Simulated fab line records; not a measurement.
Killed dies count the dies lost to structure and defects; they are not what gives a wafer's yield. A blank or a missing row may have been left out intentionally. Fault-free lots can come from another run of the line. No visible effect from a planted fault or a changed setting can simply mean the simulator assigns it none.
Struck lot and sound lot, side by side + flow gf180mcu + 14 out of 602 route steps
Sound: these wafers, L291.2, L291.4, L291.6. The struck wafers were L287.3, L287.5, L287.6. The cause is given at the end.
Each step with rows lists, per side, the tool, then ch with its chambers, then its first start. Under that, the readings that differ: sound wafers + struck wafers + difference of the means + sigmas: that difference in standard deviations of wafers without a fault.
alike: words and numbers the same on both sides, and readings whose means are apart by under 2 such deviations; not compared: readings that were withheld, readings missing a value for some wafer, numbers with overlapping values and no deviation given by the record, and bounds like >300 which may hide the same value.
Wherever a step has rows on one side only, a row that says differs or no value, or a row with sigmas, the two part there. Numbers that have no deviation but don't overlap get no sigmas and don't part them. A reading that every wafer of one side lacks parts them only if that side has two wafers or more.

first, 3 steps without rows for these wafers: GF_MVPSD_EXPOSE_04 (exposes mask MVPSD, target cd 1000 nm); GF_MVPSD_PEB_05; GF_MVPSD_DEVELOP_06 (develop time 60 s).
GF_MVPSD_OVL_MEAS_07:
  sound on overlay-02, day 9 00:41; struck on overlay-01, day 7 22:26
  alike: MVPSD_OVL
then, 2 steps without rows for these wafers: GF_MVPSD_IMPLANT_08; GF_MVPSD_IMPLANT_09.
GF_MVPSD_STRIP_10: strips in O2/N2.
  sound on plasmaAsher-02 ch 1, day 9 01:01; struck on plasmaAsher-03 ch 0,1, day 7 22:47
| reading                  | sound             | struck            | difference | sigmas |
|--------------------------|-------------------|-------------------|------------|--------|
| stripTimeToEndpointS (s) | 36.95 36.95 37.01 | 36.75 36.80 36.66 | -0.23      | -2     |
  alike: drypumpMotorCurrentA, heaterPowerW, oesProductAu
  not compared: rfHoursCounterH
GF_MVPSD_TW_MEAS_11:
  sound on filmMetro-04, day 9 01:07; struck on filmMetro-03, day 7 22:53
  alike: MVPSD_TW
then, 4 steps without rows for these wafers: GF_VT_IMPLANT_DEHYDRATE_00 (time 60 s); GF_VT_IMPLANT_HMDS_01 (prime time 60 s); GF_VT_IMPLANT_COAT_02 (resist thk 1000 nm); GF_VT_IMPLANT_SOFTBAKE_03 (time 60 s).
GF_VT_IMPLANT_EXPOSE_04: exposes mask LVPWELL LV AREA, target cd 600 nm.
  struck on ilineStepper-01, day 8 07:04; sound on ilineStepper-02 ch 0, day 9 09:16
  no value came back on the struck wafers for exposureDoseMJCm2, focusOffsetNm (nm); on the sound wafers exposureDoseMJCm2 reads 140.16 140.12 140.22
  alike: mask
after that, 1 step had no rows for these wafers: GF_VT_IMPLANT_PEB_05.

## WHERE THEY PART
At GF_MVPSD_STRIP_10 first; at GF_VT_IMPLANT_EXPOSE_04 last (within this record only).

WHY: whatever the simulator had introduced
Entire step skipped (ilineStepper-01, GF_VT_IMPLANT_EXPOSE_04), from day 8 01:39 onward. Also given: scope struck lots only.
